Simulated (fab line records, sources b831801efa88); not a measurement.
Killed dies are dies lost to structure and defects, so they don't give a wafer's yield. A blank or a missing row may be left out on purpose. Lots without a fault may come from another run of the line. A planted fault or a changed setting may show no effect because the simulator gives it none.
fab line records | flow sky130
record lots=12 wafers=36 last_day=50
route steps=708 shown SD_N@350 LI_CONTACT@378 LOCAL_INTERCONNECT@402 PAD_OPEN@708
lots that met no fault: from a run of the same line without faults
start_h: hours from the record's first day to the start of the lot's first wafer shown | wait_h: hours since the lot's step before | " the same as in the row above | L1.1+2: a row that stands for several wafers | - no value, or no start given | * or withheld: withheld | < > ~ a bound
route shown NAME@n: a module of which the file shows steps, and the number in the route of the first | usual: mean/standard deviation of fault-free wafers | same: alike in all rows | chamber/n: place in a boat | sites: the reading at each site | _std_site: their standard deviation | _edge_site: outer sites' mean less inner sites' | radius_mm: how far each site lies from the wafer's centre | mask NAME#n: copy n | behind: the tool/chamber that last shaped the wafer | hold: why the lot was held/for how many hours/how that ended | device: the transistor (n, p or np) that didn't switch | end of line: the same wafers' tests at the end of the route | a step without rows: its recipe alone | killed: dies lost to structure and defects at the first sort, not the wafer's yield | map: a wafer's dies, x killed, . not, _ none there
set.NAME: the setting as run; set.NAME@STEP: as run at that earlier step | model.NAME: the simulator's own value behind a step, which no gauge read
steps of the route over a sample of lots; a table a step, a row a wafer
services: from which hour (start_h, from the record's first day; less than 0 if before it) a tool's chamber was out of use, for how many hours, and why
## steps
# step SKY_SD_N_OVL_MEAS_08
# usual SD_N_OVL=-1.1/1.2
# columns lot.wafer tool chamber start_h wait_h SD_N_OVL[nm]
L600.1 overlay-01 - 665.29 0.1 -0.2
L600.3 " - " " -1.4
L600.4 " - " " -1.4
L601.1 overlay-01 - 674.99 0.1 0.2
L601.4 " - " " 0.9
L601.6 " - " " -0.1
L603.3 overlay-01 - 685.67 0.1 -0.8
L603.4 " - " " -1.1
L603.5 " - " " 1.1
L605.2 overlay-01 - 703.36 0.1 -3.3
L605.5 " - " " -3.6
L605.6 " - " " -3.2
L606.2 overlay-01 - 710.01 0.1 -0.5
L606.3 " - " " -2.1
L606.6 " - " " -1.8
L607.3 overlay-02 - 718.31 0.1 0.4
L607.4 " - " " -0.9
L607.6 " - " " -2.6
L608.2 overlay-01 - 735.10 0.1 -1.1
L608.4 " - " " -2.5
L608.6 " - " " -2.2
L617.2 overlay-02 - 796.13 0.1 -0.9
L617.3 " - " " -1.3
L617.4 " - " " -1.9
L618.1 overlay-02 - 806.56 0.1 0.8
L618.3 " - " " -0.1
L618.6 " - " " 1.0
L619.1 overlay-02 - 812.05 0.1 -0.2
L619.4 " - " " -1.0
L619.5 " - " " -0.9
L620.2 overlay-01 - 818.25 0.1 -3.5
L620.5 " - " " -2.2
L620.6 " - " " -1.7
L621.3 overlay-02 - 839.36 0.1 -1.5
L621.4 " - " " -1.3
L621.5 " - " " -0.5
# step SKY_LI_CONTACT_STRIP_16
# recipe chemistry=O2/N2 power_w=1400 pressure_mtorr=1500 platen_temp_c=withheld o2_flow_sccm=3000 n2_flow_sccm=300 overash_fraction=0.5
# usual chamber_pressure_mTorr=1500.1/1.3 drypump_motor_current_A=5.5/0.37 oes_product_au=0.375/0.0044 strip_time_to_endpoint_s=3.492/0.024
# columns lot.wafer tool chamber start_h wait_h chamber_pressure_mTorr drypump_motor_current_A oes_product_au rf_hours_counter_h strip_time_to_endpoint_s
L600.1 plasma_asher-02 1 695.89 - 1499.9 5.4 0.384 101 3.505
L600.3 " 0 " " 1501.2 5.3 0.387 - 3.510
L600.4 " 1 " " 1498.6 5.4 0.372 - 3.495
L601.1 plasma_asher-02 0 705.32 - 1499.3 5.3 0.381 102 3.531
L601.4 " 0 " " 1500.8 5.3 0.377 - 3.487
L601.6 " 0 " " 1499.4 5.3 0.378 - 3.528
L603.3 plasma_asher-02 0 715.49 - 1499.3 5.3 0.377 - 3.480
L603.4 " 1 " " 1501.6 5.4 0.373 - 3.487
L603.5 " 0 " " 1499.8 5.3 0.377 - 3.503
L605.2 plasma_asher-04 0 732.44 - 1501.5 5.5 0.376 91 3.505
L605.5 " 1 " " 1501.6 4.9 0.381 - 3.467
L605.6 " 0 " " 1500.5 5.5 0.373 - 3.511
L606.2 plasma_asher-04 1 738.69 - - - - - -
L606.3 " 0 " " - - - - -
L606.6 " 0 " " - - - - -
L607.3 plasma_asher-02 0 747.70 - - - - - -
L607.4 " 1 " " - - - - -
L607.6 " 1 " " - - - - -
L608.2 plasma_asher-01 0 765.13 - 1502.6 6.0 0.372 64 3.525
L608.4 " 0 " " 1499.3 6.1 0.376 - 3.499
L608.6 " 1 " " 1501.0 5.8 0.381 - 3.496
L617.2 plasma_asher-01 0 825.21 - 1501.1 6.1 0.379 69 3.482
L617.3 " 0 " " 1499.0 6.1 0.372 - 3.452
L617.4 " 1 " " 1500.9 5.9 0.386 - 3.476
L618.1 plasma_asher-04 0 835.31 - 1498.9 5.5 0.375 101 3.498
L618.3 " 0 " " 1498.9 5.5 0.380 - 3.478
L618.6 " 0 " " 1498.8 5.5 0.377 - 3.494
L619.1 plasma_asher-01 0 841.02 - 1498.7 6.1 0.367 70 3.455
L619.4 " 0 " " 1497.3 6.1 0.368 - 3.475
L619.5 " 0 " " 1500.0 6.1 0.383 - 3.501
L620.2 plasma_asher-04 1 846.59 - 1500.2 5.0 0.376 102 3.495
L620.5 " 0 " " 1501.5 5.5 0.368 - 3.495
L620.6 " 1 " " 1500.4 4.9 0.377 - 3.483
L621.3 plasma_asher-04 1 867.69 - 1500.1 5.0 0.378 - 3.533
L621.4 " 0 " " 1498.7 5.4 0.379 - 3.502
L621.5 " 1 " " 1501.2 4.9 0.376 - 3.487
# step SKY_LI_CONTACT_CMP_24
# recipe stop_on=PSG t_overpolish_s=20 down_force_psi=3.5 platen_rpm=60 target_thk_nm=0 pad_velocity_m_s=0.94248
# usual motor_current_A=11.1/0.89 overpolish_run_s=20.000/0.0081 slurry_flow_ml_min=150.0/0.47 time_to_endpoint_s=99/3
# same t_overpolish_s=20
# columns lot.wafer tool chamber start_h wait_h motor_current_A overpolish_run_s slurry_flow_ml_min time_to_endpoint_s
L600.1 cmp-01 2 696.71 0.1 9.8 20.004 149.2 106
L600.4 " 3 " " 10.8 20.003 150.3 100
L600.3 " 0 " " 11.1 19.999 150.0 98
L601.4 cmp-02 0 706.18 0.0 9.7 19.996 149.1 95
L601.1 " 2 " " 11.6 19.996 150.5 97
L601.6 " 0 " " 9.5 19.994 149.9 99
L603.3 cmp-02 2 716.21 0.0 12.2 20.017 150.3 98
L603.4 " 1 " " 11.5 19.995 150.9 98
L603.5 " 3 " " 11.0 20.005 150.3 99
L605.2 cmp-01 0 733.33 0.2 10.7 20.004 149.8 96
L605.5 " 1 " " 11.9 19.982 150.3 100
L605.6 " 2 " " 9.9 19.995 149.6 97
L606.3 cmp-02 0 739.66 0.3 10.1 19.994 149.3 103
L606.2 " 2 " " 12.0 19.984 150.3 100
L606.6 " 1 " " 11.9 20.003 149.8 98
L607.4 cmp-01 3 748.41 0.0 11.9 19.988 150.1 102
L607.3 " 1 " " 11.9 20.005 150.7 101
L607.6 " 0 " " 10.8 19.999 150.8 102
L608.2 cmp-02 2 766.11 0.1 11.6 20.006 150.3 95
L608.4 " 0 " " 9.2 19.999 149.6 95
L608.6 " 1 " " 11.2 19.994 150.1 94
L617.4 cmp-02 1 825.94 0.0 10.9 20.002 149.9 97
L617.3 " 3 " " 11.4 20.009 149.8 97
L617.2 " 0 " " 10.0 19.976 150.1 101
L618.3 cmp-01 1 836.04 0.0 12.8 20.016 150.3 100
L618.1 " 2 " " 10.8 20.005 150.9 100
L618.6 " 2 " " 9.8 19.994 149.4 104
L619.4 cmp-01 2 841.81 0.1 10.1 19.999 149.7 102
L619.1 " 3 " " 11.0 19.992 149.6 103
L619.5 " 2 " " 10.4 20.008 149.0 101
L620.2 cmp-01 3 847.33 0.0 11.7 20.000 149.8 95
L620.6 " 3 " " 11.5 20.012 150.2 100
L620.5 " 0 " " 10.2 20.000 149.9 96
L621.3 cmp-02 1 868.65 0.1 11.3 20.009 149.9 98
L621.4 " 2 " " 12.0 19.988 150.6 100
L621.5 " 3 " " 11.4 20.004 149.6 99
# step SKY_LOCAL_INTERCONNECT_STRIP_15
# recipe chemistry=O2/N2 power_w=1400 pressure_mtorr=1500 platen_temp_c=withheld o2_flow_sccm=3000 n2_flow_sccm=300 overash_fraction=0.5
# usual chamber_pressure_mTorr=1499.9/1.3 drypump_motor_current_A=5.5/0.33 oes_product_au=0.426/0.0044 strip_time_to_endpoint_s=4.710/0.019
# columns lot.wafer tool chamber start_h wait_h chamber_pressure_mTorr drypump_motor_current_A oes_product_au rf_hours_counter_h strip_time_to_endpoint_s
L600.1 plasma_asher-04 1 724.84 0.0 1501.2 4.9 0.417 90 4.716
L600.3 " 0 " " 1499.8 5.4 0.432 - 4.720
L600.4 " 1 " " 1497.9 5.0 0.419 - 4.740
L601.1 plasma_asher-03 0 734.89 0.0 1501.0 5.4 0.434 29 4.673
L601.4 " 1 " " 1501.5 5.6 0.426 - 4.649
L601.6 " 0 " " 1498.4 5.4 0.422 - 4.648
L603.3 plasma_asher-03 0 744.03 0.1 1500.6 5.3 0.423 - 4.720
L603.4 " 1 " " 1499.9 5.6 0.427 - 4.703
L603.5 " 0 " " 1500.8 5.4 0.431 - 4.690
L605.2 plasma_asher-03 1 761.23 0.0 1501.9 5.6 0.418 32 4.702
L605.5 " 1 " " 1498.0 5.6 0.426 - 4.726
L605.6 " 0 " " 1500.7 5.3 0.423 - 4.740
L608.2 plasma_asher-04 1 794.05 0.0 1499.6 4.9 0.422 96 4.705
L608.4 " 1 " " 1500.9 4.9 0.425 - 4.712
L608.6 " 1 " " 1500.4 4.9 0.432 - 4.680
L617.2 plasma_asher-04 1 853.43 0.0 1501.3 4.9 0.423 103 4.711
L617.3 " 1 " " 1501.8 5.0 0.427 - 4.718
L617.4 " 0 " " 1500.2 5.5 0.426 - 4.711
L618.1 plasma_asher-01 1 862.79 0.1 1501.5 5.9 0.424 72 4.709
L618.3 " 1 " " 1500.7 5.9 0.426 - 4.756
L618.6 " 1 " " 1499.1 5.9 0.427 - 4.723
L619.1 plasma_asher-03 0 869.61 0.1 1501.8 5.4 0.433 43 4.709
L619.4 " 0 " " 1500.4 5.4 0.427 - 4.742
L619.5 " 0 " " 1501.0 5.4 0.434 - 4.711
L620.2 plasma_asher-03 1 874.39 0.1 1499.6 5.6 0.425 44 4.709
L620.5 " 0 " " 1501.2 5.4 0.426 - 4.712
L620.6 " 1 " " 1499.9 5.6 0.429 - 4.711
L621.3 plasma_asher-01 0 894.53 0.1 1499.1 6.1 0.426 - 4.709
L621.4 " 1 " " 1500.1 5.9 0.425 - 4.694
L621.5 " 0 " " 1501.3 6.1 0.419 - 4.714
# step SKY_PAD_OPEN_PROBE_99
# usual killed_at_M0_to_M3=43/7.2 killed_at_M4_up=3.0/1.7 killed_at_contacts=24/5.3 killed_at_front_end=15/4.6 killed_at_other=0.3/0.5 killed_dies=85/10 killed_on_rim=17/3.8 killed_open=46/7.2 killed_short=39/6.4
# same gross_dies=492 killed_at_back_side=0
# columns lot.wafer tool chamber start_h wait_h killed_at_M0_to_M3 killed_at_M4_up killed_at_contacts killed_at_front_end killed_at_other killed_dies killed_on_rim killed_open killed_short
L603.3 prober-01 - 1106.19 0.2 38 2 20 22 0 82 16 40 42
L603.4 prober-01 - 1106.24 0.2 43 1 24 19 0 87 22 37 50
L603.5 prober-01 - 1106.29 0.2 43 2 22 20 0 87 16 51 36
L605.2 prober-01 - 1115.71 0.1 35 6 30 20 1 92 19 51 41
L605.5 prober-01 - 1115.86 0.2 36 1 20 16 1 74 19 36 38
L605.6 prober-01 - 1115.91 0.2 41 5 13 17 0 76 15 42 34
L606.2 prober-02 - 1120.00 0.1 40 3 435 14 0 492 96 48 33
L606.3 prober-02 - 1120.05 0.2 31 2 440 19 0 492 96 41 30
L606.6 prober-02 - 1120.20 0.2 51 5 424 11 1 492 96 50 43
L607.3 prober-01 - 1128.06 0.2 39 4 436 13 0 492 96 59 36
L607.4 prober-01 - 1128.11 0.2 47 3 432 10 0 492 96 50 46
L607.6 prober-01 - 1128.21 0.2 43 4 431 13 1 492 96 39 44
L608.2 prober-02 - 1139.90 0.1 41 1 21 16 0 79 20 44 35
L608.4 prober-02 - 1140.00 0.2 51 7 23 8 0 89 12 42 47
L608.6 prober-02 - 1140.10 0.2 41 0 19 15 0 75 11 40 35
L620.2 prober-02 - 1193.50 0.1 46 3 29 9 1 88 17 50 38
L620.5 prober-02 - 1193.65 0.2 51 3 21 13 0 88 20 45 43
L620.6 prober-02 - 1193.70 0.2 50 6 19 15 1 91 15 45 46
L621.3 prober-01 - 1207.45 0.2 36 4 24 19 0 83 15 46 37
L621.4 prober-01 - 1207.50 0.2 40 1 25 13 1 80 11 45 35
L621.5 prober-01 - 1207.55 0.2 40 4 23 16 1 84 14 45 39
# killed by level:class
L603.3 METAL2:geometric_particle:short=8 FIELD_ISO:geometric_particle:short=7 VIA1:geometric_particle:open=7 CONTACT:geometric_particle:open=6 VIA2:geometric_particle:open=6 POLY_GATE:geometric_particle:open=5 POLY_GATE:geometric_particle:short=4 LI_CONTACT:geometric_particle:open=4
L603.4 VIA3:geometric_particle:open=10 FIELD_ISO:geometric_particle:short=7 VIA1:geometric_particle:short=7 CONTACT:geometric_particle:short=6 LOCAL_INTERCONNECT:geometric_particle:short=6 LI_CONTACT:geometric_particle:open=5 CONTACT:geometric_particle:open=5 METAL1:geometric_particle:short=5
L603.5 VIA1:geometric_particle:open=13 CONTACT:geometric_particle:open=10 FIELD_ISO:geometric_particle:short=7 VIA3:geometric_particle:open=6 LI_CONTACT:geometric_particle:open=6 VIA1:geometric_particle:short=6 VIA2:geometric_particle:open=5 POLY_GATE:geometric_particle:short=4
L605.2 FIELD_ISO:geometric_particle:open=11 LI_CONTACT:geometric_particle:open=10 CONTACT:geometric_particle:open=7 VIA1:geometric_particle:open=6 VIA3:geometric_particle:short=6 LOCAL_INTERCONNECT:geometric_particle:short=5 FIELD_ISO:geometric_particle:short=4 LI_CONTACT:geometric_particle:short=4
L605.5 VIA1:geometric_particle:open=8 METAL3:geometric_particle:short=7 FIELD_ISO:geometric_particle:short=6 LI_CONTACT:geometric_particle:open=5 CONTACT:geometric_particle:short=5 CONTACT:geometric_particle:open=5 VIA2:geometric_particle:open=4 VIA3:geometric_particle:open=4
L605.6 VIA3:geometric_particle:open=11 VIA1:geometric_particle:open=8 LI_CONTACT:geometric_particle:open=6 METAL1:geometric_particle:short=6 FIELD_ISO:geometric_particle:open=4 VIA1:geometric_particle:short=4 VIA3:geometric_particle:short=4 METAL4:geometric_particle:short=4
L606.2 LI_CONTACT:area_sputter=411 CONTACT:geometric_particle:open=13 VIA1:geometric_particle:open=8 VIA2:geometric_particle:open=7 LI_CONTACT:geometric_particle:open=6 VIA3:geometric_particle:open=6 METAL2:geometric_particle:short=5 METAL1:geometric_particle:short=5
L606.3 LI_CONTACT:area_sputter=421 METAL3:geometric_particle:short=7 LI_CONTACT:geometric_particle:open=6 POLY_GATE:geometric_particle:open=5 CONTACT:geometric_particle:open=5 VIA3:geometric_particle:open=5 FIELD_ISO:geometric_particle:open=4 POLY_GATE:geometric_particle:short=4
L606.6 LI_CONTACT:area_sputter=399 VIA1:geometric_particle:open=11 VIA2:geometric_particle:open=9 CONTACT:geometric_particle:open=8 METAL1:geometric_particle:short=6 METAL2:geometric_particle:short=6 LI_CONTACT:geometric_particle:open=5 METAL4:geometric_particle:short=5
L607.3 LI_CONTACT:area_sputter=397 CONTACT:geometric_particle:open=18 VIA1:geometric_particle:open=10 LI_CONTACT:geometric_particle:open=9 CONTACT:geometric_particle:short=8 METAL2:geometric_particle:short=6 VIA3:geometric_particle:open=5 FIELD_ISO:geometric_particle:open=4
L607.4 LI_CONTACT:area_sputter=396 CONTACT:geometric_particle:open=13 VIA1:geometric_particle:open=10 CONTACT:geometric_particle:short=9 VIA3:geometric_particle:open=9 LI_CONTACT:geometric_particle:open=7 METAL2:geometric_particle:short=7 VIA1:geometric_particle:short=6
L607.6 LI_CONTACT:area_sputter=409 VIA1:geometric_particle:open=11 LI_CONTACT:geometric_particle:open=6 VIA1:geometric_particle:short=6 METAL2:geometric_particle:short=6 VIA2:geometric_particle:open=5 CONTACT:geometric_particle:open=5 FIELD_ISO:geometric_particle:short=4
L608.2 VIA3:geometric_particle:open=11 LI_CONTACT:geometric_particle:open=9 VIA1:geometric_particle:open=9 POLY_GATE:geometric_particle:short=6 FIELD_ISO:geometric_particle:open=4 CONTACT:geometric_particle:short=4 CONTACT:geometric_particle:open=4 VIA3:geometric_particle:short=4
L608.4 VIA1:geometric_particle:open=12 VIA2:geometric_particle:open=11 CONTACT:geometric_particle:short=9 METAL2:geometric_particle:short=8 VIA1:geometric_particle:short=7 CONTACT:geometric_particle:open=5 LI_CONTACT:geometric_particle:short=4 METAL4:geometric_particle:short=4
L608.6 VIA1:geometric_particle:open=10 CONTACT:geometric_particle:open=6 VIA2:geometric_particle:open=5 CONTACT:geometric_particle:short=5 VIA1:geometric_particle:short=5 FIELD_ISO:geometric_particle:open=4 POLY_GATE:geometric_particle:short=4 LOCAL_INTERCONNECT:geometric_particle:short=4
L620.2 VIA1:geometric_particle:open=16 CONTACT:geometric_particle:open=10 LOCAL_INTERCONNECT:geometric_particle:short=9 METAL2:geometric_particle:short=8 LI_CONTACT:geometric_particle:open=6 VIA2:geometric_particle:open=6 POLY_GATE:geometric_particle:open=4 VIA1:geometric_particle:short=4
L620.5 VIA2:geometric_particle:open=12 LI_CONTACT:geometric_particle:open=8 VIA1:geometric_particle:open=7 VIA1:geometric_particle:short=6 VIA3:geometric_particle:short=6 CONTACT:geometric_particle:open=5 FIELD_ISO:geometric_particle:short=4 CONTACT:geometric_particle:short=4
L620.6 VIA1:geometric_particle:open=12 METAL1:geometric_particle:short=9 METAL2:geometric_particle:short=8 LI_CONTACT:geometric_particle:open=6 CONTACT:geometric_particle:open=6 VIA2:geometric_particle:open=6 FIELD_ISO:geometric_particle:open=5 VIA2:geometric_particle:short=4
L621.3 VIA1:geometric_particle:open=10 LI_CONTACT:geometric_particle:open=8 POLY_GATE:geometric_particle:short=7 CONTACT:geometric_particle:open=6 METAL1:geometric_particle:short=5 FIELD_ISO:geometric_particle:short=4 FIELD_ISO:geometric_particle:open=4 CONTACT:geometric_particle:short=4
L621.4 VIA3:geometric_particle:open=12 VIA1:geometric_particle:open=9 CONTACT:geometric_particle:open=7 LI_CONTACT:geometric_particle:open=5 LOCAL_INTERCONNECT:geometric_particle:short=5 VIA1:geometric_particle:short=5 FIELD_ISO:geometric_particle:open=4 METAL1:geometric_particle:short=4
L621.5 LI_CONTACT:geometric_particle:open=9 VIA1:geometric_particle:open=8 POLY_GATE:geometric_particle:open=5 VIA3:geometric_particle:open=5 CONTACT:geometric_particle:open=5 METAL2:geometric_particle:short=5 VIA2:geometric_particle:short=5 POLY_GATE:geometric_particle:short=4
## services
# columns tool chamber start_h hours kind
plasma_asher-01 - 672.78 3.0 repair
plasma_asher-02 - 707.89 0.5 repair
cmp-01 - 711.67 1.1 repair
plasma_asher-01 - 717.02 2.8 pm
plasma_asher-02 - 733.75 9.0 pm
plasma_asher-02 0 733.75 9.0 vent_cycle
plasma_asher-02 1 733.75 9.0 vent_cycle
plasma_asher-04 - 738.87 0.8 repair
plasma_asher-02 0 742.75 - clean
plasma_asher-02 1 742.75 - clean
cmp-02 - 744.11 4.0 pm
cmp-02 - 748.11 - consumable_replace:conditioner
cmp-02 - 748.11 - consumable_replace:pad
cmp-02 - 752.00 2.2 repair
plasma_asher-04 - 757.03 9.0 repair
cmp-01 - 765.61 1.4 repair
cmp-02 - 776.94 2.9 repair
plasma_asher-03 - 783.51 2.8 pm
plasma_asher-01 - 794.48 8.2 repair
plasma_asher-02 - 831.01 2.8 pm
cmp-01 - 851.03 0.9 repair
cmp-01 - 857.49 1.8 repair
cmp-01 - 862.21 9.2 pm
## key
first_sign step=SKY_LI_CONTACT_STRIP_16 reading=tool_record direction=missing
effect step=SKY_PAD_OPEN_PROBE_99 reading=killed_at_contacts direction=up sigmas=77 usual=24 struck=433
more_kills_born_at SKY_LI_CONTACT_SPUTTER_19@pvd_sputter-03=1231 SKY_LI_CONTACT_SPUTTER_19@pvd_sputter-01=1202
met_at SKY_LI_CONTACT_STRIP_16
struck_lots L606,L607
later_rows_left_out L606.2,L606.3,L606.6,L607.3,L607.4,L607.6
tester_left_out L606,L607
not_acting_at SKY_SD_N_OVL_MEAS_08,SKY_LI_CONTACT_CMP_24,SKY_LOCAL_INTERCONNECT_STRIP_15
onset_between 732.44 738.69
fault kind=skipped_step_whole tool=plasma_asher-02,plasma_asher-04 chamber=- onset_h=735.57 steps=SKY_LI_CONTACT_STRIP_16 scope=struck_lots_only
# tester_left_out: of these lots the tester's yield and bins aren't shown, on N5 and GAA mostly nor the transistor test; their killed dies are dies lost to structure and defects alone, not to doping, threshold or leakage, so they don't give the yield
# later_rows_left_out: the simulator's readings of these wafers behind a module that went badly wrong aren't trusted and aren't shown, but for the sort
